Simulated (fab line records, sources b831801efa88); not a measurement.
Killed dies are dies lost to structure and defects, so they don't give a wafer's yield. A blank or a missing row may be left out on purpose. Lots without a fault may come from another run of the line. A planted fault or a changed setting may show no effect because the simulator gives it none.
fab line records | flow gf180mcu
record lots=5 wafers=15 last_day=34
route steps=602 shown STI@25 DNWELL@32 NWELL@42 LVPWELL@54
lots that met no fault: from a run of the same line without faults
start_h: hours from the record's first day to the start of the lot's first wafer shown | wait_h: hours since the lot's step before | " the same as in the row above | L1.1+2: a row that stands for several wafers | - no value, or no start given | * or withheld: withheld | < > ~ a bound
route shown NAME@n: a module of which the file shows steps, and the number in the route of the first | usual: mean/standard deviation of fault-free wafers | same: alike in all rows | chamber/n: place in a boat | sites: the reading at each site | _std_site: their standard deviation | _edge_site: outer sites' mean less inner sites' | radius_mm: how far each site lies from the wafer's centre | mask NAME#n: copy n | behind: the tool/chamber that last shaped the wafer | hold: why the lot was held/for how many hours/how that ended | device: the transistor (n, p or np) that didn't switch | end of line: the same wafers' tests at the end of the route | a step without rows: its recipe alone | killed: dies lost to structure and defects at the first sort, not the wafer's yield | map: a wafer's dies, x killed, . not, _ none there
set.NAME: the setting as run; set.NAME@STEP: as run at that earlier step | model.NAME: the simulator's own value behind a step, which no gauge read
lots at some steps of the route; a table a step, a row a wafer
services: from which hour (start_h, from the record's first day; less than 0 if before it) a tool's chamber was out of use, for how many hours, and why
## steps
# step GF_STI_THK_MEAS_24
# recipe reads=SiO2_of_STI_CVD_23
# usual STI_CVD_23_THK=654/8.9
# columns lot.wafer tool chamber start_h wait_h STI_CVD_23_THK[nm]
L074.3 film_metro-04 - 26.45 0.1 653
L074.4 " - " " 664
L074.5 " - " " 644
L077.2 film_metro-02 - 45.48 0.0 646
L077.4 " - " " 643
L077.6 " - " " 657
L080.4 film_metro-04 - 67.39 0.0 655
L080.5 " - " " 658
L080.6 " - " " 659
L086.1 film_metro-02 - 89.80 0.0 648
L086.2 " - " " 659
L086.3 " - " " 655
L093.3 film_metro-02 - 126.73 0.1 644
L093.4 " - " " 650
L093.5 " - " " 651
# step GF_STI_CMP_25
# recipe stop_on=Si3N4 t_overpolish_s=33 down_force_psi=4 platen_rpm=60 target_thk_nm=524.6 pad_velocity_m_s=0.94248
# usual motor_current_A=11.6/1 overpolish_run_s=33.001/0.0091 time_to_endpoint_s=128/4.2
# columns lot.wafer tool chamber start_h wait_h motor_current_A overpolish_run_s time_to_endpoint_s
L074.3 cmp-01 2 26.54 0.1 10.8 33.012 125
L074.4 " 3 " " 12.4 33.008 127
L074.5 " 2 " " 10.8 33.015 123
L077.4 cmp-02 3 45.53 0.0 11.5 33.008 124
L077.2 " 2 " " 11.7 32.997 126
L077.6 " 0 " " 11.9 33.004 128
L080.4 cmp-01 0 67.75 0.3 11.4 32.984 132
L080.5 " 2 " " 10.4 33.003 133
L080.6 " 3 " " 12.3 33.006 136
L086.2 cmp-02 0 90.20 0.4 12.4 32.987 128
L086.3 " 1 " " 13.8 32.978 122
L086.1 " 2 " " 12.2 33.001 126
L093.3 cmp-02 0 126.82 0.1 10.7 33.002 124
L093.4 " 1 " " 14.6 33.012 124
L093.5 " 3 " " 10.9 32.996 126
# step GF_STI_WET_ETCH_26
# recipe chemistry=dHF target_depth_nm=94 target=SiO2 temp_c=25 dilution=10:1 time_s=188
# columns lot.wafer tool chamber start_h wait_h
L074.3+4+5 wet_bench-01 3 26.79 0.2
L077.2+4+6 wet_bench-01 3 45.83 0.1
L080.4+5+6 wet_bench-03 0 67.95 0.1
L086.1+2+3 wet_bench-01 0 90.45 0.1
L093.3+4+5 wet_bench-03 1 127.07 0.2
# step GF_STI_WET_ETCH_27
# recipe chemistry=H3PO4 target_depth_nm=160 target=Si3N4 temp_c=160 time_s=1825
# columns lot.wafer tool chamber start_h wait_h
L074.3+4+5 wet_bench-04 3 26.85 0.0
L077.2+4+6 wet_bench-01 2 45.89 0.0
L080.4+5+6 wet_bench-04 2 68.01 0.0
L086.1+2+3 wet_bench-04 2 90.51 0.0
L093.3+4+5 wet_bench-04 1 127.13 0.0
# step GF_STI_WET_ETCH_28
# recipe chemistry=dHF target_depth_nm=20 dry=ipa_marangoni target=SiO2 temp_c=25 dilution=10:1 time_s=40
# columns lot.wafer tool chamber start_h wait_h
L074.3+4+5 wet_bench-01 2 27.41 0.0
L077.2+4+6 wet_bench-03 1 46.40 0.0
L080.4+5+6 wet_bench-01 3 68.53 0.0
L086.1+2+3 wet_bench-01 3 91.03 0.0
L093.3+4+5 wet_bench-04 2 128.16 0.0
# step GF_STI_OXIDATION_29
# recipe temp_c=900 ambient=O2 stabilise_s=600 purge_s=300 target_thk_a=100 ox_time_s=1418
# same stabilise_s=600
# columns lot.wafer tool chamber start_h wait_h
L074.3+4+5 furnace-01 0 27.59 0.2
L077.2+4+6 furnace-02 0 50.97 4.5
L080.4+5+6 furnace-01 0 68.55 0.0
L086.1+2+3 furnace-02 0 91.51 0.5
L093.3+4+5 furnace-02 0 128.20 0.0
# step GF_STI_THK_MEAS_30
# recipe reads=SiO2_of_STI_OXIDATION_29
# usual STI_OXIDATION_02_THK=9.99/0.24
# columns lot.wafer tool chamber start_h wait_h STI_OXIDATION_02_THK[nm]
L074.3 film_metro-02 - 29.00 0.0 10.05
L074.4 " - " " 9.95
L074.5 " - " " 9.93
L077.2 film_metro-02 - 52.37 0.0 10.03
L077.4 " - " " 9.74
L077.6 " - " " 10.11
L080.4 film_metro-04 - 69.97 0.0 9.57
L080.5 " - " " 9.55
L080.6 " - " " 9.65
L086.1 film_metro-04 - 92.91 0.0 9.95
L086.2 " - " " 10.03
L086.3 " - " " 9.72
L093.3 film_metro-04 - 129.62 0.0 10.15
L093.4 " - " " 10.02
L093.5 " - " " 9.94
# step GF_DNWELL_DEHYDRATE_00
# recipe temp_c=200 time_s=60
# usual plate_temp_C=199.98/0.15
# columns lot.wafer tool chamber start_h wait_h plate_temp_C
L074.3 litho_track-03 0 33.93 4.9 199.92
L074.4 " 0 " " 199.83
L074.5 " 0 " " 199.78
L077.2 litho_track-04 0 57.57 5.2 200.06
L077.4 " 0 " " 200.11
L077.6 " 0 " " 200.24
L080.4 litho_track-02 0 76.10 6.1 200.04
L080.5 " 0 " " 200.01
L080.6 " 0 " " 200.11
L086.1 litho_track-02 0 99.18 6.3 200.05
L086.2 " 0 " " 199.95
L086.3 " 0 " " 199.93
L093.3 litho_track-03 0 136.73 7.1 200.23
L093.4 " 0 " " 200.06
L093.5 " 0 " " 200.06
# step GF_DNWELL_HMDS_01
# recipe prime_time_s=60 prime_temp_c=120
# columns lot.wafer tool chamber start_h wait_h
L074.3+4+5 litho_track-03 0 34.08 0.1
L077.2+4+6 litho_track-04 0 57.72 0.1
L080.4+5+6 litho_track-02 0 76.25 0.1
L086.1+2+3 litho_track-02 0 99.33 0.1
L093.3+4+5 litho_track-03 0 136.88 0.1
# step GF_DNWELL_COAT_02
# recipe spin_rpm=2000 resist_thk_nm=3000
# columns lot.wafer tool chamber start_h wait_h
L074.3+4+5 litho_track-03 0 34.23 0.1
L077.2+4+6 litho_track-04 0 57.87 0.1
L080.4+5+6 litho_track-02 0 76.40 0.1
L086.1+2+3 litho_track-02 0 99.48 0.1
L093.3+4+5 litho_track-03 0 137.03 0.1
# step GF_DNWELL_SOFTBAKE_03
# recipe temp_c=110 time_s=withheld
# usual plate_temp_C=109.99/0.14
# columns lot.wafer tool chamber start_h wait_h plate_temp_C
L074.3 litho_track-03 0 34.40 0.1 110.24
L074.4 " 0 " " 110.03
L074.5 " 0 " " 109.99
L077.2 litho_track-04 0 58.02 0.1 110.00
L077.4 " 0 " " 109.80
L077.6 " 0 " " 109.87
L080.4 litho_track-02 0 76.58 0.1 109.99
L080.5 " 0 " " 110.10
L080.6 " 0 " " 110.00
L086.1 litho_track-02 0 99.63 0.1 109.90
L086.2 " 0 " " 110.09
L086.3 " 0 " " 110.12
L093.3 litho_track-03 0 137.20 0.1 109.86
L093.4 " 0 " " 109.92
L093.5 " 0 " " 110.09
# step GF_DNWELL_EXPOSE_04
# recipe mask_id=DNWELL target_cd_nm=1700 na=0.6 source_shape=conventional sigma_outer=0.6 dose_mj=260
# usual stage_vel_mm_s=499.99/0.22
# columns lot.wafer tool chamber start_h wait_h mask stage_vel_mm_s
L074.3 iline_stepper-02 0 - - DNWELL#0 500.15
L074.4 " 0 " " DNWELL#0 499.95
L074.5 " 0 " " DNWELL#0 499.88
L077.2 iline_stepper-01 0 - - DNWELL#0 499.61
L077.4 " 0 " " DNWELL#0 500.02
L077.6 " 0 " " DNWELL#0 499.93
L080.4 iline_stepper-02 0 - - DNWELL#0 499.93
L080.5 " 0 " " DNWELL#0 500.16
L080.6 " 0 " " DNWELL#0 500.38
L086.1 iline_stepper-01 0 - - DNWELL#0 500.22
L086.2 " 0 " " DNWELL#0 499.95
L086.3 " 0 " " DNWELL#0 500.09
L093.3 iline_stepper-01 0 - - DNWELL#0 500.01
L093.4 " 0 " " DNWELL#0 499.99
L093.5 " 0 " " DNWELL#0 499.94
# step GF_DNWELL_PEB_05
# recipe temp_c=115 time_s=withheld
# usual plate_temp_C=115.00/0.15
# columns lot.wafer tool chamber start_h wait_h plate_temp_C
L074.3 litho_track-04 0 - - 114.96
L074.4 " 0 " " 115.02
L074.5 " 0 " " 115.12
L077.2 litho_track-03 0 - - 114.84
L077.4 " 0 " " 114.93
L077.6 " 0 " " 114.93
L080.4 litho_track-02 0 - - 115.10
L080.5 " 0 " " 115.07
L080.6 " 0 " " 115.06
L086.1 litho_track-03 0 - - 114.86
L086.2 " 0 " " 114.89
L086.3 " 0 " " 114.98
L093.3 litho_track-03 0 - - 114.76
L093.4 " 0 " " 114.90
L093.5 " 0 " " 114.79
# step GF_DNWELL_DEVELOP_06
# recipe wall_angle_deg=90 develop_time_s=60 dev_temp_c=23
# columns lot.wafer tool chamber start_h wait_h
L074.3+4+5 litho_track-04 0 - -
L077.2+4+6 litho_track-03 0 - -
L080.4+5+6 litho_track-02 0 - -
L086.1+2+3 litho_track-03 0 - -
L093.3+4+5 litho_track-03 0 - -
# step GF_DNWELL_IMPLANT_07
# recipe species=P energy_kev=1500 dose_cm2=1e+13 tilt_deg=0
# columns lot.wafer tool chamber start_h wait_h
L074.3+4+5 implanter-03 0 40.29 -
L077.2+4+6 implanter-02 0 64.41 -
L080.4+5+6 implanter-01 0 82.85 -
L086.1+2+3 implanter-03 0 107.18 -
L093.3+4+5 implanter-03 0 144.68 -
# step GF_DNWELL_STRIP_08
# recipe chemistry=O2/N2 power_w=1400 pressure_mtorr=1500 platen_temp_c=250 o2_flow_sccm=3000 n2_flow_sccm=300 overash_fraction=0.5
# usual drypump_motor_current_A=6.2/0.43 heater_power_w=344/27 oes_product_au=0.722/0.0044 platen_temp_c=250.05/0.17 strip_time_to_endpoint_s=36.95/0.092
# columns lot.wafer tool chamber start_h wait_h drypump_motor_current_A heater_power_w oes_product_au platen_temp_c rf_hours_counter_h strip_time_to_endpoint_s
L074.3 plasma_asher-01 1 40.42 0.1 6.2 323 0.731 249.92 - 36.91
L074.4 " 0 " " 6.2 358 0.724 249.74 - 36.91
L074.5 " 0 " " 6.2 355 0.719 249.93 - 36.96
L077.2 plasma_asher-01 0 64.53 0.1 6.3 349 0.725 250.13 41 37.16
L077.4 " 1 " " 6.2 329 0.721 249.77 - 37.00
L077.6 " 0 " " 6.3 351 0.725 250.12 - 37.14
L080.4 plasma_asher-04 1 82.96 0.1 6.5 407 0.724 250.06 - 36.95
L080.5 " 0 " " 5.3 335 0.721 249.96 - 37.16
L080.6 " 1 " " 6.4 392 0.718 249.85 - 37.04
L086.1 plasma_asher-01 0 107.33 0.1 6.3 347 0.713 250.08 44 37.02
L086.2 " 1 " " 6.2 317 0.723 250.16 44 37.10
L086.3 " 1 " " 6.2 324 0.725 250.14 - 37.07
L093.3 plasma_asher-04 1 144.81 0.1 6.4 397 0.733 250.16 - 36.72
L093.4 " 0 " " 5.3 340 0.719 249.65 - 36.86
L093.5 " 1 " " 6.5 398 0.722 250.19 - 36.82
# step GF_DNWELL_TW_MEAS_09
# usual DNWELL_TW=1353/13
# columns lot.wafer tool chamber start_h wait_h DNWELL_TW
L074.3 film_metro-02 - 40.51 0.1 1357
L074.4 " - " " 1361
L074.5 " - " " 1357
L077.2 film_metro-04 - 64.64 0.1 1352
L077.4 " - " " 1362
L077.6 " - " " 1357
L080.4 film_metro-02 - 83.06 0.1 1365
L080.5 " - " " 1352
L080.6 " - " " 1365
L086.1 film_metro-02 - 107.43 0.1 1355
L086.2 " - " " 1363
L086.3 " - " " 1361
L093.3 film_metro-01 - 144.90 0.1 1333
L093.4 " - " " 1328
L093.5 " - " " 1332
# step GF_NWELL_DEHYDRATE_00
# recipe temp_c=200 time_s=60
# usual plate_temp_C=200.02/0.16
# columns lot.wafer tool chamber start_h wait_h plate_temp_C
L074.3 litho_track-01 0 45.68 5.2 199.74
L074.4 " 0 " " 199.99
L074.5 " 0 " " 200.12
L077.2 litho_track-03 0 70.36 5.7 199.80
L077.4 " 0 " " 199.93
L077.6 " 0 " " 200.13
L080.4 litho_track-03 0 88.16 5.1 200.17
L080.5 " 0 " " 200.17
L080.6 " 0 " " 200.18
L086.1 litho_track-01 0 113.63 6.2 200.00
L086.2 " 0 " " 200.19
L086.3 " 0 " " 199.99
L093.3 litho_track-01 0 152.03 7.1 199.83
L093.4 " 0 " " 199.68
L093.5 " 0 " " 199.81
# step GF_NWELL_HMDS_01
# recipe prime_time_s=60 prime_temp_c=120
# columns lot.wafer tool chamber start_h wait_h
L074.3+4+5 litho_track-01 0 45.83 0.1
L077.2+4+6 litho_track-03 0 70.51 0.1
L080.4+5+6 litho_track-03 0 88.31 0.1
L086.1+2+3 litho_track-01 0 113.78 0.1
L093.3+4+5 litho_track-01 0 152.18 0.1
# step GF_NWELL_COAT_02
# recipe spin_rpm=2000 resist_thk_nm=3000
# columns lot.wafer tool chamber start_h wait_h
L074.3+4+5 litho_track-01 0 45.98 0.1
L077.2+4+6 litho_track-03 0 70.66 0.1
L080.4+5+6 litho_track-03 0 88.46 0.1
L086.1+2+3 litho_track-01 0 113.93 0.1
L093.3+4+5 litho_track-01 0 152.33 0.1
# step GF_NWELL_SOFTBAKE_03
# recipe temp_c=110 time_s=withheld
# usual plate_temp_C=110.01/0.12
# columns lot.wafer tool chamber start_h wait_h plate_temp_C
L074.3 litho_track-01 0 46.15 0.1 110.02
L074.4 " 0 " " 109.82
L074.5 " 0 " " 109.94
L077.2 litho_track-03 0 70.82 0.1 110.22
L077.4 " 0 " " 110.09
L077.6 " 0 " " 110.22
L080.4 litho_track-03 0 88.63 0.1 109.88
L080.5 " 0 " " 109.95
L080.6 " 0 " " 110.03
L086.1 litho_track-01 0 114.08 0.1 109.96
L086.2 " 0 " " 110.01
L086.3 " 0 " " 109.87
L093.3 litho_track-01 0 152.49 0.1 110.11
L093.4 " 0 " " 110.11
L093.5 " 0 " " 109.88
# step GF_NWELL_EXPOSE_04
# recipe mask_id=Nwell target_cd_nm=860 na=0.6 source_shape=conventional sigma_outer=0.6 dose_mj=260
# usual stage_vel_mm_s=500.03/0.24
# columns lot.wafer tool chamber start_h wait_h mask stage_vel_mm_s
L074.3 iline_stepper-01 0 - - Nwell#0 499.74
L074.4 " 0 " " Nwell#0 499.93
L074.5 " 0 " " Nwell#0 499.69
L077.2 iline_stepper-02 0 - - Nwell#0 500.09
L077.4 " 0 " " Nwell#0 500.47
L077.6 " 0 " " Nwell#0 499.95
L080.4 iline_stepper-02 0 - - Nwell#0 500.11
L080.5 " 0 " " Nwell#0 500.07
L080.6 " 0 " " Nwell#0 499.99
L086.1 iline_stepper-01 0 - - Nwell#0 499.89
L086.2 " 0 " " Nwell#0 499.82
L086.3 " 0 " " Nwell#0 500.09
L093.3 iline_stepper-01 0 - - Nwell#0 500.11
L093.4 " 0 " " Nwell#0 500.25
L093.5 " 0 " " Nwell#0 500.25
# step GF_NWELL_PEB_05
# recipe temp_c=115 time_s=withheld
# usual plate_temp_C=115.00/0.13
# columns lot.wafer tool chamber start_h wait_h plate_temp_C
L074.3 litho_track-02 0 - - 115.01
L074.4 " 0 " " 114.96
L074.5 " 0 " " 115.05
L077.2 litho_track-01 0 - - 115.03
L077.4 " 0 " " 114.79
L077.6 " 0 " " 114.75
L080.4 litho_track-02 0 - - 115.12
L080.5 " 0 " " 114.93
L080.6 " 0 " " 115.10
L086.1 litho_track-01 0 - - 115.02
L086.2 " 0 " " 115.07
L086.3 " 0 " " 115.03
L093.3 litho_track-01 0 - - 115.02
L093.4 " 0 " " 114.90
L093.5 " 0 " " 115.03
# step GF_NWELL_DEVELOP_06
# recipe wall_angle_deg=90 develop_time_s=60 dev_temp_c=23
# columns lot.wafer tool chamber start_h wait_h
L074.3+4+5 litho_track-02 0 - -
L077.2+4+6 litho_track-01 0 - -
L080.4+5+6 litho_track-02 0 - -
L086.1+2+3 litho_track-01 0 - -
L093.3+4+5 litho_track-01 0 - -
# step GF_NWELL_OVL_MEAS_07
# usual NWELL_OVL=0.6/1.4
# columns lot.wafer tool chamber start_h wait_h NWELL_OVL[nm]
L074.3 overlay-02 - 51.94 - 0.9
L074.4 " - " " 0.4
L074.5 " - " " -1.1
L077.2 overlay-01 - 77.84 - -0.8
L077.4 " - " " -0.7
L077.6 " - " " -0.1
L080.4 overlay-01 - 95.15 - 0.2
L080.5 " - " " -1.2
L080.6 " - " " -0.6
L086.1 overlay-02 - 121.58 - 1.7
L086.2 " - " " 2.4
L086.3 " - " " 0.5
L093.3 overlay-01 - 159.99 - -1.7
L093.4 " - " " 0.3
L093.5 " - " " -1.2
# step GF_NWELL_IMPLANT_08
# recipe species=P energy_kev=450 dose_cm2=1.5e+13 tilt_deg=0
# columns lot.wafer tool chamber start_h wait_h
L074.3+4+5 implanter-03 0 52.01 0.1
L077.2+4+6 implanter-04 0 77.89 0.0
L080.4+5+6 implanter-04 0 95.24 0.1
L086.1+2+3 implanter-04 0 121.61 0.0
L093.3+4+5 implanter-01 0 160.06 0.1
# step GF_NWELL_IMPLANT_09
# recipe species=P energy_kev=160 dose_cm2=4e+12 tilt_deg=0
# columns lot.wafer tool chamber start_h wait_h
L074.3+4+5 implanter-03 0 52.16 0.1
L077.2+4+6 implanter-04 0 78.04 0.1
L080.4+5+6 implanter-04 0 95.39 0.1
L086.1+2+3 implanter-04 0 121.76 0.1
L093.3+4+5 implanter-01 0 160.21 0.1
# step GF_NWELL_STRIP_10
# recipe chemistry=O2/N2 power_w=1400 pressure_mtorr=1500 platen_temp_c=250 o2_flow_sccm=3000 n2_flow_sccm=300 overash_fraction=0.5
# usual drypump_motor_current_A=6.2/0.52 heater_power_w=342/29 oes_product_au=0.722/0.0044 platen_temp_c=250.03/0.19 strip_time_to_endpoint_s=36.92/0.094
# columns lot.wafer tool chamber start_h wait_h drypump_motor_current_A heater_power_w oes_product_au platen_temp_c rf_hours_counter_h strip_time_to_endpoint_s
L074.3 plasma_asher-02 0 52.30 0.1 5.6 379 0.728 250.31 - 37.12
L074.4 " 1 " " 5.8 309 0.720 250.23 - 37.16
L074.5 " 1 " " 5.8 315 0.718 250.34 - 37.02
L077.2 plasma_asher-04 1 78.17 0.1 6.4 403 0.721 249.78 43 36.83
L077.4 " 0 " " 5.3 337 0.715 249.99 - 36.89
L077.6 " 0 " " 5.3 332 0.721 249.78 - 36.75
L080.4 plasma_asher-04 0 95.50 0.1 5.3 330 0.726 249.54 - 36.79
L080.5 " 0 " " 5.3 334 0.723 249.95 - 36.75
L080.6 " 1 " " 6.5 399 0.714 249.75 - 36.83
L086.1 plasma_asher-04 1 121.91 0.1 6.5 385 0.728 249.84 48 36.75
L086.2 " 0 " " 5.3 331 0.719 249.85 48 36.89
L086.3 " 0 " " 5.3 338 0.719 250.05 - 37.00
L093.3 plasma_asher-03 0 160.35 0.1 6.7 319 0.727 249.89 - 37.01
L093.4 " 1 " " 6.5 346 0.720 249.94 - 37.03
L093.5 " 1 " " 6.5 346 0.728 249.87 - 37.00
# step GF_NWELL_TW_MEAS_11
# usual NWELL_TW=1575/19
# columns lot.wafer tool chamber start_h wait_h NWELL_TW
L074.3 film_metro-03 - 52.38 0.1 1620
L074.4 " - " " 1615
L074.5 " - " " 1600
L077.2 film_metro-04 - 78.28 0.1 1583
L077.4 " - " " 1587
L077.6 " - " " 1586
L080.4 film_metro-01 - 95.61 0.1 1561
L080.5 " - " " 1578
L080.6 " - " " 1570
L086.1 film_metro-04 - 122.01 0.1 1579
L086.2 " - " " 1585
L086.3 " - " " 1583
L093.3 film_metro-04 - 160.43 0.1 1588
L093.4 " - " " 1582
L093.5 " - " " 1578
# step GF_LVPWELL_DEHYDRATE_00
# recipe temp_c=200 time_s=60
# usual plate_temp_C=200.00/0.17
# columns lot.wafer tool chamber start_h wait_h plate_temp_C
L074.3 litho_track-01 0 57.48 5.1 199.84
L074.4 " 0 " " 199.89
L074.5 " 0 " " 199.97
L077.2 litho_track-03 0 84.46 6.2 199.83
L077.4 " 0 " " 200.06
L077.6 " 0 " " 199.89
L080.4 litho_track-01 0 101.85 6.2 199.89
L080.5 " 0 " " 200.00
L080.6 " 0 " " 200.10
L086.1 litho_track-04 0 129.09 7.1 199.89
L086.2 " 0 " " 200.02
L086.3 " 0 " " 200.27
L093.3 litho_track-03 0 168.13 7.7 200.11
L093.4 " 0 " " 200.10
L093.5 " 0 " " 200.12
# step GF_LVPWELL_HMDS_01
# recipe prime_time_s=60 prime_temp_c=120
# columns lot.wafer tool chamber start_h wait_h
L074.3+4+5 litho_track-01 0 57.63 0.1
L077.2+4+6 litho_track-03 0 84.61 0.1
L080.4+5+6 litho_track-01 0 102.00 0.1
L086.1+2+3 litho_track-04 0 129.24 0.1
L093.3+4+5 litho_track-03 0 168.28 0.1
# step GF_LVPWELL_COAT_02
# recipe spin_rpm=2000 resist_thk_nm=3000
# columns lot.wafer tool chamber start_h wait_h
L074.3+4+5 litho_track-01 0 57.78 0.1
L077.2+4+6 litho_track-03 0 84.76 0.1
L080.4+5+6 litho_track-01 0 102.15 0.1
L086.1+2+3 litho_track-04 0 129.39 0.1
L093.3+4+5 litho_track-03 0 168.43 0.1
# step GF_LVPWELL_SOFTBAKE_03
# recipe temp_c=110 time_s=withheld
# usual plate_temp_C=110.02/0.11
# columns lot.wafer tool chamber start_h wait_h plate_temp_C
L074.3 litho_track-01 0 57.95 0.1 109.94
L074.4 " 0 " " 110.03
L074.5 " 0 " " 109.93
L077.2 litho_track-03 0 84.92 0.1 109.90
L077.4 " 0 " " 109.88
L077.6 " 0 " " 109.92
L080.4 litho_track-01 0 102.33 0.1 110.04
L080.5 " 0 " " 109.96
L080.6 " 0 " " 109.93
L086.1 litho_track-04 0 129.54 0.1 109.99
L086.2 " 0 " " 110.07
L086.3 " 0 " " 109.95
L093.3 litho_track-03 0 168.60 0.1 109.87
L093.4 " 0 " " 110.11
L093.5 " 0 " " 109.95
# step GF_LVPWELL_EXPOSE_04
# recipe mask_id=LVPWELL target_cd_nm=600 na=0.6 source_shape=conventional sigma_outer=0.6 dose_mj=260
# usual stage_vel_mm_s=500.06/0.27
# columns lot.wafer tool chamber start_h wait_h mask stage_vel_mm_s
L074.3 iline_stepper-02 0 - - LVPWELL#0 500.25
L074.4 " 0 " " LVPWELL#0 500.60
L074.5 " 0 " " LVPWELL#0 500.32
L077.2 iline_stepper-02 0 - - LVPWELL#0 500.05
L077.4 " 0 " " LVPWELL#0 500.00
L077.6 " 0 " " LVPWELL#0 500.17
L080.4 iline_stepper-01 0 - - LVPWELL#0 499.91
L080.5 " 0 " " LVPWELL#0 500.00
L080.6 " 0 " " LVPWELL#0 499.68
L086.1 iline_stepper-01 0 - - LVPWELL#0 499.92
L086.2 " 0 " " LVPWELL#0 499.46
L086.3 " 0 " " LVPWELL#0 499.93
L093.3 iline_stepper-01 0 - - LVPWELL#0 500.22
L093.4 " 0 " " LVPWELL#0 500.23
L093.5 " 0 " " LVPWELL#0 499.78
# step GF_LVPWELL_PEB_05
# recipe temp_c=115 time_s=withheld
# usual plate_temp_C=115.00/0.13
# columns lot.wafer tool chamber start_h wait_h plate_temp_C
L074.3 litho_track-04 0 - - 115.13
L074.4 " 0 " " 115.15
L074.5 " 0 " " 115.11
L077.2 litho_track-03 0 - - 115.01
L077.4 " 0 " " 114.76
L077.6 " 0 " " 115.02
L080.4 litho_track-03 0 - - 114.88
L080.5 " 0 " " 114.90
L080.6 " 0 " " 114.83
L086.1 litho_track-04 0 - - 114.90
L086.2 " 0 " " 114.81
L086.3 " 0 " " 114.93
L093.3 litho_track-03 0 - - 114.82
L093.4 " 0 " " 114.91
L093.5 " 0 " " 115.01
# step GF_LVPWELL_DEVELOP_06
# recipe wall_angle_deg=90 develop_time_s=60 dev_temp_c=23
# columns lot.wafer tool chamber start_h wait_h
L074.3+4+5 litho_track-04 0 - -
L077.2+4+6 litho_track-03 0 - -
L080.4+5+6 litho_track-03 0 - -
L086.1+2+3 litho_track-04 0 - -
L093.3+4+5 litho_track-03 0 - -
# step GF_LVPWELL_OVL_MEAS_07
# usual LVPWELL_OVL=-0.9/1.5
# columns lot.wafer tool chamber start_h wait_h LVPWELL_OVL[nm]
L074.3 overlay-02 - 64.25 - -1.0
L074.4 " - " " 0.6
L074.5 " - " " 0.3
L077.2 overlay-01 - 91.44 - -2.1
L077.4 " - " " -1.7
L077.6 " - " " -3.1
L080.4 overlay-01 - 109.90 - -2.1
L080.5 " - " " -3.3
L080.6 " - " " -3.4
L086.1 overlay-02 - 137.64 - 1.1
L086.2 " - " " 2.6
L086.3 " - " " 2.5
L093.3 overlay-01 - 176.69 - -3.0
L093.4 " - " " -1.2
L093.5 " - " " -1.6
# step GF_LVPWELL_IMPLANT_08
# recipe species=B energy_kev=170 dose_cm2=1.5e+13 tilt_deg=0
# columns lot.wafer tool chamber start_h wait_h
L074.3+4+5 implanter-01 0 64.33 0.1
L077.2+4+6 implanter-04 0 91.49 0.0
L080.4+5+6 implanter-02 0 109.99 0.1
L086.1+2+3 implanter-04 0 137.68 0.0
L093.3+4+5 implanter-04 0 176.77 0.1
# step GF_LVPWELL_IMPLANT_09
# recipe species=B energy_kev=60 dose_cm2=5e+12 tilt_deg=0
# columns lot.wafer tool chamber start_h wait_h
L074.3+4+5 implanter-01 0 64.48 0.1
L077.2+4+6 implanter-04 0 91.64 0.1
L080.4+5+6 implanter-02 0 110.14 0.1
L086.1+2+3 implanter-04 0 137.83 0.1
L093.3+4+5 implanter-04 0 176.92 0.1
# step GF_LVPWELL_STRIP_10
# recipe chemistry=O2/N2 power_w=1400 pressure_mtorr=1500 platen_temp_c=250 o2_flow_sccm=3000 n2_flow_sccm=300 overash_fraction=0.5
# usual drypump_motor_current_A=5.9/0.41 heater_power_w=351/31 oes_product_au=0.722/0.0047 platen_temp_c=250.01/0.17 strip_time_to_endpoint_s=36.94/0.1
# columns lot.wafer tool chamber start_h wait_h drypump_motor_current_A heater_power_w oes_product_au platen_temp_c rf_hours_counter_h strip_time_to_endpoint_s
L074.3 plasma_asher-02 0 64.61 0.1 5.6 367 0.716 250.08 - 36.91
L074.4 " 1 " " 5.8 322 0.712 250.02 - 36.93
L074.5 " 1 " " 5.8 318 0.730 249.61 - 36.96
L077.2 plasma_asher-02 0 91.77 0.1 5.6 386 0.715 250.06 44 36.83
L077.4 " 1 " " 5.8 320 0.718 249.66 - 36.98
L077.6 " 0 " " 5.6 369 0.721 250.04 - 36.86
L080.4 plasma_asher-04 1 110.25 0.1 6.5 394 0.719 250.05 - 36.67
L080.5 " 1 " " 6.4 391 0.723 250.04 - 36.83
L080.6 " 0 " " 5.3 336 0.727 250.33 - 36.96
L086.1 plasma_asher-04 1 137.98 0.1 6.4 406 0.726 250.18 50 37.02
L086.2 " 0 " " 5.3 335 0.720 249.85 50 37.06
L086.3 " 0 " " 5.3 335 0.720 250.00 - 37.03
L093.3 plasma_asher-02 1 177.05 0.1 5.7 319 0.721 250.08 - 36.65
L093.4 " 0 " " 5.6 374 0.723 249.79 - 36.73
L093.5 " 0 " " 5.6 380 0.718 249.81 - 36.70
# step GF_LVPWELL_TW_MEAS_11
# usual LVPWELL_TW=558/7.5
# columns lot.wafer tool chamber start_h wait_h LVPWELL_TW
L074.3 film_metro-01 - 64.70 0.1 553
L074.4 " - " " 553
L074.5 " - " " 553
L077.2 film_metro-01 - 91.88 0.1 553
L077.4 " - " " 555
L077.6 " - " " 555
L080.4 film_metro-01 - 110.35 0.1 548
L080.5 " - " " 551
L080.6 " - " " 547
L086.1 film_metro-04 - 138.08 0.1 563
L086.2 " - " " 562
L086.3 " - " " 561
L093.3 film_metro-01 - 177.14 0.1 549
L093.4 " - " " 550
L093.5 " - " " 547
## services
# columns tool chamber start_h hours kind
furnace-02 - 13.61 2.3 pm
plasma_asher-04 - 14.78 4.6 repair
implanter-02 - 18.76 1.7 repair
cmp-02 - 24.51 1.1 repair
implanter-02 - 31.71 5.5 repair
iline_stepper-02 - 36.50 1.7 pm
iline_stepper-01 - 47.59 4.4 pm
plasma_asher-02 - 48.37 3.3 repair
cmp-02 - 64.21 4.0 pm
wet_bench-01 - 69.88 0.8 repair
iline_stepper-01 - 74.19 1.7 pm
implanter-03 - 82.45 1.2 repair
iline_stepper-02 - 91.32 26.7 repair
implanter-03 - 95.29 4.0 repair
implanter-04 - 101.74 1.7 repair
implanter-04 - 106.10 4.6 repair
plasma_asher-02 - 108.83 9.0 pm
wet_bench-04 - 112.43 4.4 pm
implanter-03 - 128.76 5.1 pm
wet_bench-04 - 138.28 1.6 repair
plasma_asher-04 - 140.80 2.8 pm
implanter-03 - 146.92 4.6 repair
implanter-01 - 148.21 1.9 repair
wet_bench-01 - 166.50 0.5 repair
## key
fault none
